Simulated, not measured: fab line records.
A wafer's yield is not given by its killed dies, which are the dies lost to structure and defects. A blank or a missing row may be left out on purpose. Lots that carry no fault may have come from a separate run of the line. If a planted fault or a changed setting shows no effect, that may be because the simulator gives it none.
The tool behind it: which one?	flow sky130	Sampling: 14 lots, 42 wafers, 3 of 708 route steps

== WHAT THE GAUGES SHOWED, per wafer ==
SKY_VIA1_OVL_MEAS_13. Usual: VIA1_OVL 2 nm, standard deviation 6.3.
lot	measured	on	VIA1_OVL (nm)	flag
L466	day 33 15:17	overlay-01	2 6 0	
L468	day 34 15:04	overlay-01	1 3 -2	
L469	day 35 08:55	overlay-02	19 14 14	
L471	day 36 04:15	overlay-01	-6 -8 0	
L470	day 36 06:26	overlay-02	-7 -3 0	
L476	day 37 16:20	overlay-02	-1 -1 3	
L481	day 39 03:16	overlay-01	1 -6 2	
L482	day 39 05:44	overlay-02	8 12 9	
L483	day 39 09:02	overlay-01	11 4 7	
L484	day 39 19:19	overlay-01	5 0 -2	
L485	day 40 03:28	overlay-02	3 -1 -2	
L486	day 40 04:31	overlay-01	8 6 3	
L487	day 40 09:10	overlay-02	-7 -4 3	
L488	day 40 18:05	overlay-01	15 3 7	

== WHICH TOOL RAN EACH LOT (tool, then ch and the chambers of the sampled wafers, then the start) ==
lot	SKY_CONTACT_STRIP_19	SKY_METAL1_METAL_ETCH_19
L466	plasma-asher-04 ch 0,1, day 31 06:25	rie-metal-03 ch 0,1, day 32 12:05
L468	plasma-asher-04 ch 0,1, day 32 07:08	rie-metal-01 ch 1, day 33 11:12
L469	plasma-asher-04 ch 0,1, day 32 23:59	rie-metal-03 ch 0,1, day 34 04:02
L471	plasma-asher-02 ch 0,1, day 33 20:14	rie-metal-04 ch 0,1, day 35 00:20
L470	plasma-asher-02 ch 0,1, day 33 22:59	rie-metal-03 ch 0,1, day 35 02:17
L476	plasma-asher-04 ch 0,1, day 35 10:37	rie-metal-01 ch 0,1, day 36 13:55
L481	plasma-asher-03 ch 0,1, day 36 21:54	rie-metal-03 ch 0,1, day 38 01:01
L482	plasma-asher-02 ch 0,1, day 37 00:26	rie-metal-01 ch 0,1, day 38 03:43
L483	plasma-asher-04 ch 0,1, day 37 02:58	rie-metal-04 ch 0,1, day 38 06:40
L484	plasma-asher-04 ch 0,1, day 37 15:16	rie-metal-04 ch 0,1, day 38 18:06
L485	plasma-asher-02 ch 0,1, day 37 23:22	rie-metal-03 ch 0,1, day 39 01:37
L486	plasma-asher-04 ch 0,1, day 38 00:14	rie-metal-04 ch 0,1, day 39 03:14
L487	plasma-asher-02 ch 0,1, day 38 05:47	rie-metal-04 ch 0,1, day 39 07:49
L488	plasma-asher-03 ch 0,1, day 38 15:28	rie-metal-01 ch 0,1, day 39 16:44
- SKY_CONTACT_STRIP_19: strips in O2/N2.
- SKY_METAL1_METAL_ETCH_19: etches the open film in Cl2/BCl3, stops on SiO2, target depth 360 nm, time 78 s.

== WHAT THE TOOLS THEMSELVES READ (means of the sampled wafers that have a number; where no wafer has one, the mark that the record gives instead) ==
SKY_CONTACT_STRIP_19. Usual: drypump-motor-current-A 5.8 A, standard deviation 0.57; oes-product-au 0.380 a.u., standard deviation 0.0048; strip-time-to-endpoint-s 3.61 s, standard deviation 0.03.
lot	tool	drypump-motor-current-A (A)	oes-product-au (a.u.)	strip-time-to-endpoint-s (s)	flag
L466	plasma-asher-04	5.6	0.381	3.62	
L468	plasma-asher-04	5.9	0.382	3.62	
L469	plasma-asher-04	5.9	0.377	3.65	
L471	plasma-asher-02	5.7	0.381	3.61	
L470	plasma-asher-02	5.8	0.384	3.61	
L476	plasma-asher-04	5.7	0.377	3.61	
L481	plasma-asher-03	5.7	0.380	3.65	
L482	plasma-asher-02	6.2	0.383	3.60	
L483	plasma-asher-04	5.9	0.380	3.60	
L484	plasma-asher-04	5.7	0.378	3.60	
L485	plasma-asher-02	6.2	0.383	3.62	
L486	plasma-asher-04	5.9	0.377	3.62	
L487	plasma-asher-02	5.7	0.379	3.62	
L488	plasma-asher-03	5.7	0.387	3.57	

SKY_METAL1_METAL_ETCH_19. Usual: drypump-motor-current-A 5.6 A, standard deviation 0.65; he-backside-leak-sccm 3.36 sccm, standard deviation 0.2; mfc-cl2-sccm 60.02 sccm, standard deviation 0.18; oes-product-au 0.853 a.u., standard deviation 0.0061; throttle-valve-pct 22.265 %, standard deviation 0.0091.
lot	tool	drypump-motor-current-A (A)	he-backside-leak-sccm (sccm)	mfc-cl2-sccm (sccm)	oes-product-au (a.u.)	throttle-valve-pct (%)	flag
L466	rie-metal-03	6.2	3.70	60.02	0.854	22.268	
L468	rie-metal-01	6.1	3.27	59.98	0.855	22.261	
L469	rie-metal-03	6.2	3.36	60.08	0.849	22.274	
L471	rie-metal-04	5.3	3.23	60.10	0.852	22.259	
L470	rie-metal-03	6.2	3.51	60.19	0.856	22.270	
L476	rie-metal-01	5.7	3.31	59.93	0.855	22.264	
L481	rie-metal-03	6.3	3.56	59.89	0.849	22.270	
L482	rie-metal-01	5.7	3.42	60.12	0.853	22.267	
L483	rie-metal-04	5.3	3.13	59.91	0.859	22.270	
L484	rie-metal-04	5.3	3.34	60.09	0.851	22.270	
L485	rie-metal-03	6.3	3.70	59.99	0.850	22.270	
L486	rie-metal-04	5.0	3.18	60.05	0.858	22.271	
L487	rie-metal-04	5.3	3.11	60.28	0.849	22.263	
L488	rie-metal-01	5.3	3.37	60.18	0.852	22.268	

== THE ANSWER, worked out from the rows above alone ==
Rule: take the mean of a lot's wafers that have a number; if it is more than 3 standard deviations from the usual mean, the lot is off. A lot without any number at a reading at which 4 lots or more have one is off too. All remaining lots with rows at the step are treated as sound. The gauges are gone through in route order, then the tools' own readings, and for those a lot's mean is taken as printed above. At the first step where some lot is off, the reading lying furthest off is the one used; lots without a number count as furthest.
No lot is off at any reading shown: from this, nothing can be told.

== WHAT HAD BEEN PUT IN BY THE SIMULATOR ==
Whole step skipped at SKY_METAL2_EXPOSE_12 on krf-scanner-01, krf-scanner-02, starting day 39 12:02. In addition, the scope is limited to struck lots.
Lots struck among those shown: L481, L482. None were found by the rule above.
